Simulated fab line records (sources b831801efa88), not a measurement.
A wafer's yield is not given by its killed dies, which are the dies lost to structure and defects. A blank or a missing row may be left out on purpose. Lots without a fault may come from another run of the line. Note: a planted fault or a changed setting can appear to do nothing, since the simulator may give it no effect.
Chamber matching -- flow sfq line -- 4 sister chambers for SFQ_TRILAYER_I4_CMP_CMP_100 on cmp-02
The step polishes SiO2. 14 wafers are shown with their chamber, then 7 later ones without.

## WAFERS, EACH WITH ITS CHAMBER
wafer,chamber,motor current A (A),time to endpoint s (s)
L804.3,3,10.7,228
L804.5,0,11.2,225
L804.6,1,10.2,221
L805.1,0,10.9,224
L805.4,1,9.6,228
L805.6,1,9.8,225
L808.3,0,11.4,217
L808.4,1,10.1,224
L808.6,0,11.1,227
L814.2,0,11.2,227
L814.4,1,10.0,229
L814.6,2,10.8,242
L817.1,0,10.9,225
L817.2,2,10.5,214

SIGNATURES, as means of the wafers listed above
reading,chamber 0,chamber 1,chamber 2,chamber 3,scatter within a chamber
motor current A,11.117,9.940,10.650,10.700,0.216
time to endpoint s,224.17,225.40,228.00,228.00,7.09
Rule: a wafer's distance from a chamber is the root of the sum, over the readings, of the square of ((its reading less the chamber's mean) divided by the reading's scatter). The wafer belongs to the nearest chamber; if the next one is less than 2 further off, it can't be placed. How the scatter is found: for the shown wafers, subtract from each reading the mean of its chamber, square and add these, divide the total by (wafers less chambers), then take the root.

## WAFERS WITHOUT THEIR CHAMBER
wafer,motor current A (A),time to endpoint s (s)
L817.5,11.2,223
L818.2,10.5,211
L818.3,9.9,211
L818.5,11.0,214
L823.2,11.1,220
L823.4,9.8,223
L823.6,10.4,230

## WHICH CHAMBER EACH ONE RAN IN
wafer,from the rows above,in truth
L817.5,0,0
L818.2,can't be placed: 2 or 3 or 1 or 0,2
L818.3,1,1
L818.5,can't be placed: 0 or 3 or 2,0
L823.2,can't be placed: 0 or 3 or 2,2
L823.4,1,1
L823.6,can't be placed: 2 or 3 or 1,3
3 of 7 placed correctly. Cannot be placed on the basis of these rows: 4; the candidates contain the true chamber in 4. Placed wrongly: 0.
